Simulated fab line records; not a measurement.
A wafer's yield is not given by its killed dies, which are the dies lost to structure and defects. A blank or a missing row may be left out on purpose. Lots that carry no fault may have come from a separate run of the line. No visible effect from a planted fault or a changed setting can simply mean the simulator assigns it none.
Which tool is to blame? :: flow sky130 :: 14 lots, 42 wafers sampled, at 3 steps of a route of 708

WHAT THE GAUGES READ, wafer by wafer
SKY_VT_ADJUST_HVTR_CD_MEAS_07: target cd 380 nm. Usual: cd_nm at 380.5 nm, with a standard deviation of 3.
lot: L649
measured: day 9 12:42
on: cd_sem-02
cd_nm (nm): 382.6 383.7 385.6
flag: 

lot: L650
measured: day 9 18:09
on: cd_sem-02
cd_nm (nm): 382.6 383.9 382.1
flag: 

lot: L651
measured: day 10 04:49
on: cd_sem-02
cd_nm (nm): 380.6 381.0 380.0
flag: 

lot: L652
measured: day 10 09:27
on: cd_sem-01
cd_nm (nm): 382.6 383.6 382.4
flag: 

lot: L653
measured: day 10 11:02
on: cd_sem-01
cd_nm (nm): 378.0 377.4 377.8
flag: 

lot: L657
measured: day 11 22:16
on: cd_sem-01
cd_nm (nm): 383.3 383.6 382.7
flag: 

lot: L664
measured: day 14 06:52
on: cd_sem-02
cd_nm (nm): 375.8 379.0 377.4
flag: 

lot: L665
measured: day 14 13:16
on: cd_sem-02
cd_nm (nm): 378.6 380.1 380.6
flag: 

lot: L666
measured: day 14 21:27
on: cd_sem-02
cd_nm (nm): 380.1 379.7 380.0
flag: 

lot: L668
measured: day 15 03:57
on: cd_sem-02
cd_nm (nm): 379.1 379.3 383.0
flag: 

lot: L669
measured: day 15 13:19
on: cd_sem-02
cd_nm (nm): 380.9 378.4 381.1
flag: 

lot: L670
measured: day 15 21:36
on: cd_sem-02
cd_nm (nm): 387.0 383.1 382.6
flag: 

lot: L671
measured: day 16 03:12
on: cd_sem-01
cd_nm (nm): 378.5 381.1 381.0
flag: 

lot: L672
measured: day 16 16:19
on: cd_sem-01
cd_nm (nm): 375.5 376.8 374.3
flag: 

SKY_SONOS_TUNNEL_CD_MEAS_07: target cd 410 nm. Usual: cd_nm at 410.7 nm, with a standard deviation of 2.5.
lot: L649
measured: day 11 10:42
on: cd_sem-02
cd_nm (nm): 413.1 411.7 412.7
flag: 

lot: L650
measured: day 11 16:46
on: cd_sem-01
cd_nm (nm): 411.4 411.0 410.9
flag: 

lot: L651
measured: day 12 04:34
on: cd_sem-02
cd_nm (nm): 407.6 407.5 407.6
flag: 

lot: L652
measured: day 12 10:19
on: cd_sem-02
cd_nm (nm): 411.2 412.0 412.0
flag: 

lot: L653
measured: day 12 10:26
on: cd_sem-01
cd_nm (nm): 413.2 409.6 409.6
flag: 

lot: L657
measured: day 14 00:41
on: cd_sem-01
cd_nm (nm): 410.6 411.5 411.0
flag: 

lot: L664
measured: day 16 14:10
on: cd_sem-02
cd_nm (nm): 409.8 409.0 408.5
flag: 

lot: L665
measured: day 16 20:29
on: cd_sem-01
cd_nm (nm): 411.7 413.2 411.5
flag: 

lot: L666
measured: day 17 05:49
on: cd_sem-01
cd_nm (nm): 411.2 411.6 410.8
flag: 

lot: L668
measured: day 17 12:37
on: cd_sem-02
cd_nm (nm): 413.4 413.0 412.1
flag: 

lot: L669
measured: day 17 23:16
on: cd_sem-02
cd_nm (nm): 406.1 406.8 406.3
flag: 

lot: L670
measured: day 18 07:46
on: cd_sem-01
cd_nm (nm): 412.9 412.5 414.9
flag: 

lot: L671
measured: day 18 13:33
on: cd_sem-02
cd_nm (nm): 412.5 412.5 412.1
flag: 

lot: L672
measured: day 19 03:50
on: cd_sem-01
cd_nm (nm): 415.3 413.6 415.8
flag: 

SKY_SONOS_ONO_CD_MEAS_13: target cd 410 nm. Usual: cd_nm at 408.8 nm, with a standard deviation of 2.9.
lot: L649
measured: day 12 18:30
on: cd_sem-02
cd_nm (nm): 412.8 410.6 410.9
flag: 

lot: L650
measured: day 12 23:12
on: cd_sem-01
cd_nm (nm): 408.0 407.1 408.9
flag: 

lot: L651
measured: day 13 11:28
on: cd_sem-02
cd_nm (nm): 408.9 409.7 410.6
flag: 

lot: L652
measured: day 13 18:25
on: cd_sem-01
cd_nm (nm): 415.0 413.1 414.0
flag: 

lot: L653
measured: day 13 18:37
on: cd_sem-02
cd_nm (nm): 405.2 407.2 407.7
flag: 

lot: L657
measured: day 15 11:28
on: cd_sem-01
cd_nm (nm): 410.5 408.9 410.1
flag: 

lot: L664
measured: day 17 23:33
on: cd_sem-02
cd_nm (nm): 409.0 408.8 407.5
flag: 

lot: L665
measured: day 18 07:52
on: cd_sem-02
cd_nm (nm): 410.8 410.7 410.4
flag: 

lot: L666
measured: day 18 20:33
on: cd_sem-02
cd_nm (nm): 409.7 408.6 410.4
flag: 

lot: L668
measured: day 19 02:19
on: cd_sem-02
cd_nm (nm): 406.5 405.6 404.2
flag: 

lot: L669
measured: day 19 09:55
on: cd_sem-02
cd_nm (nm): 405.2 406.5 404.1
flag: 

lot: L670
measured: day 19 21:22
on: cd_sem-01
cd_nm (nm): 412.5 413.1 414.9
flag: 

lot: L671
measured: day 20 01:15
on: cd_sem-02
cd_nm (nm): 411.7 408.8 408.1
flag: 

lot: L672
measured: day 20 15:40
on: cd_sem-01
cd_nm (nm): 411.1 414.5 415.6
flag: 

WHICH TOOL RAN EACH LOT (tool, then ch and the chambers of the sampled wafers, then the start)
There is no process step in the record ahead of these readings.

WHAT THE TOOLS THEMSELVES READ (means of the sampled wafers that have a number; where no wafer has one, the mark that the record gives instead)
The record holds no such reading with a usual standard deviation.

THE ANSWER, worked out from the rows above alone
Rule: lot off if the mean of its wafers having a number is beyond 3 standard deviations from the usual mean. Also off: a lot with no number at a reading for which 4 or more lots have one. The other lots that the step has rows for count as sound. The gauges are gone through in route order, then the tools' own readings, and for those a lot's mean is taken as printed above. The first step at which some lot is off is used, and at that step the reading that is off furthest; a lot without a number counts as furthest.
Nothing can be told from this: no lot is off at any reading shown.

WHAT THE SIMULATOR HAD PUT IN
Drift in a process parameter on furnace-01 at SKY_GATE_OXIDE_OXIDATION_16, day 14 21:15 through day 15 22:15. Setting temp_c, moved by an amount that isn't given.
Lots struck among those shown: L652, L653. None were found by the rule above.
